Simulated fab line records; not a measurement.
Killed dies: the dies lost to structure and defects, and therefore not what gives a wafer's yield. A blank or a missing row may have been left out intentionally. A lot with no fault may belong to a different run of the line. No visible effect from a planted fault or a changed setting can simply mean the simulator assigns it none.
Problem report in the 8D (eight disciplines) form, filled by code / flow sky130 / the parts of the form that need people (team, actions taken, sign-off) are left out

== 1. PROBLEM STATEMENT ==
strip_time_to_endpoint_s at SKY_PWDE_STRIP_09 reads a mean of 35.19 s on 6 wafers of 2 lots; wafers without a fault read 36.85 s with a standard deviation of 0.099. Measured from the usual mean, that is -17 standard deviations.
The step: strips in O2/N2.
First observed at day 7 23:23: wafer L749.3, on plasma_asher-04. The record has a number at this step for 36 wafers belonging to 12 lots. Rule for "out" (also "out of limits"): further than 4 standard deviations from the usual mean. Any other wafer with a number is counted as sound.

== 2. WHAT THIS IS AND IS NOT ==
question=which readings at this step | is=strip_time_to_endpoint_s | is not=drypump_motor_current_A, oes_product_au
question=which lots | is=L749, L751 | is not=L732, L735, L736, L738, L739, L740, L742, L743, L753, L754
question=which wafers of those lots | is=all that have a number | is not=-
question=read on which tools | is=plasma_asher-04 | is not=plasma_asher-01, plasma_asher-02
question=when | is=from day 7 23:23 | is not=up to then (24 sound wafers); but 6 sound wafers of L753, L754 came after

== 3. SUSPECTS, AND WHAT RULES EACH OUT ==
Counting: a tool at any process step up to the reading remains a suspect when it ran all the lots that are out and ran no sound lot after the first of those.
- rie_si-01 at SKY_FIELD_ISO_ETCH_17 (etches Si in HBr/Cl2/O2, target depth 342 nm, time 97.7 s): ruled out as a lasting fault. Following L749 (day 6 03:29), the first lot on it that is out, the sound lots L753, L754 were run on it.
- litho_track-03 at SKY_PWDE_COAT_02 (resist thk 3000 nm): kept. It processed each lot that is out, first L749 at day 7 13:34, and no sound lot thereafter; up to then, the last sound lot it processed was L743 at day 6 08:08.
- plasma_asher-04 at SKY_PWDE_STRIP_09 (strips in O2/N2): ruled out as a lasting fault. Following L749 (day 7 23:23), the first lot on it that is out, the sound lots L753 were run on it.
Remaining after the count: litho_track-03 at SKY_PWDE_COAT_02.

== 4. THE CAUSE (what the simulator had put in) ==
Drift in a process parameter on litho_track-03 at SKY_PWDE_COAT_02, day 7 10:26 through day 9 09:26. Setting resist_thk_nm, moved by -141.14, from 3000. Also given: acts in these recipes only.
The count eliminated every tool but this one.

== 5. THE EFFECT CHAIN, in route order ==
Each row: a reading whose mean over the struck wafers that have a number lies more than 3 standard deviations from the usual. Scope: only readings with a usual standard deviation given in the record; hours: median across lots of the time from each lot's start at the first step in this table that gives one to its start at this step; sigmas: change in usual standard deviations.
hours=0; step=SKY_PWDE_STRIP_09; reading=strip_time_to_endpoint_s; usual=36.85 s; on struck wafers=35.19; change=-1.66; sigmas=-17
Its process steps:
- SKY_PWDE_STRIP_09: strips in O2/N2.
Later steps that measure or inspect, where all struck wafers having a row at the step show a number for every such reading and not one has moved that far: SKY_VT_ADJUST_HVTR_TW_MEAS_11, SKY_GATE_OXIDE_THK_MEAS_02.

== 6. WHAT WOULD HAVE CAUGHT IT SOONER ==
In this record the first reading out of limits was taken at day 7 23:23, 13 hours after the fault began at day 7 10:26.
L751, from the lots that are out (2), started SKY_PWDE_COAT_02 on litho_track-03 later than day 7 23:23. Had the tool been put on hold then, it would have been spared.
